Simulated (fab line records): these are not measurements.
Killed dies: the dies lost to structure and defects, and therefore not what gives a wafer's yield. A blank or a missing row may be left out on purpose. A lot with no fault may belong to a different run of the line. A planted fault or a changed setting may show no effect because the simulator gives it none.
One fault seen from 2 desks | flow sky130 | every desk sees just its own numbers, and what lay behind them comes last

== AT THE TOOL OWNER'S DESK: pvd-sputter-01 ==
The tool's own readings at SKY_METAL5_SPUTTER_02 (material AlCu, target thk 1150 nm, time 61.2 s): means of the sampled wafers that have a number, for each lot that ran on this tool. Any lot whose mean is over 4 standard deviations away from the usual mean is out of limits and marked OUT; that distance is given in the brackets.
Columns: A = throttle-valve-pct at SKY_METAL5_SPUTTER_02, usual 30.2 %
lot  | first seen here | A
L882 | day 45 15:59    | 29.9
L883 | day 45 17:42    | 30.0
L893 | day 48 04:55    | 30.0
L894 | day 48 10:48    | 29.9
This desk's finding: nothing out of limits on any of the 4 lots.

== FROM THE METROLOGY DESK ==
What the gauges read, lot by lot, whatever tool the lot ran on: means of the sampled wafers that have a number. Any lot whose mean is over 4 standard deviations away from the usual mean is out of limits and marked OUT; that distance is given in the brackets.
Columns: A = VIA4_W_RS at SKY_VIA4_RS_MEAS_19, usual 0.2278 ohm/sq; B = VIA4_W_THK at SKY_VIA4_THK_MEAS_20, usual 518 nm; C = METAL5_ALCU_RS at SKY_METAL5_RS_MEAS_05, usual 0.02717 ohm/sq; D = METAL5_ALCU_THK at SKY_METAL5_THK_MEAS_06, usual 1142 nm; E = PASSIVATION_CVD_00_THK at SKY_PASSIVATION_THK_MEAS_01, usual 90.0 nm; F = PASSIVATION_CVD_02_THK at SKY_PASSIVATION_THK_MEAS_03, usual 538 nm
lot  | first seen here | A      | B   | C       | D    | E    | F
L881 | day 45 11:52    | 0.2293 | 517 | 0.02743 | 1129 | 90.7 | 541
L882 | day 45 15:28    | 0.2299 | 511 | 0.02727 | 1129 | 89.8 | 544
L883 | day 45 17:11    | 0.2269 | 517 | 0.02706 | 1143 | 89.5 | 539
L891 | day 48 03:43    | 0.2274 | 514 | 0.02697 | 1146 | 89.6 | 535
L893 | day 48 04:24    | 0.2297 | 512 | 0.02717 | 1161 | 89.3 | 542
L894 | day 48 10:16    | 0.2260 | 521 | 0.02774 | 1109 | 90.1 | 537
This desk's finding: nothing out of limits on any of the 6 lots.

== PUT TOGETHER ==
The desk of the tool owner found nothing out of limits.
From the metrology desk's view, nothing was out of limits.

== WHAT THE SIMULATOR PUT IN ==
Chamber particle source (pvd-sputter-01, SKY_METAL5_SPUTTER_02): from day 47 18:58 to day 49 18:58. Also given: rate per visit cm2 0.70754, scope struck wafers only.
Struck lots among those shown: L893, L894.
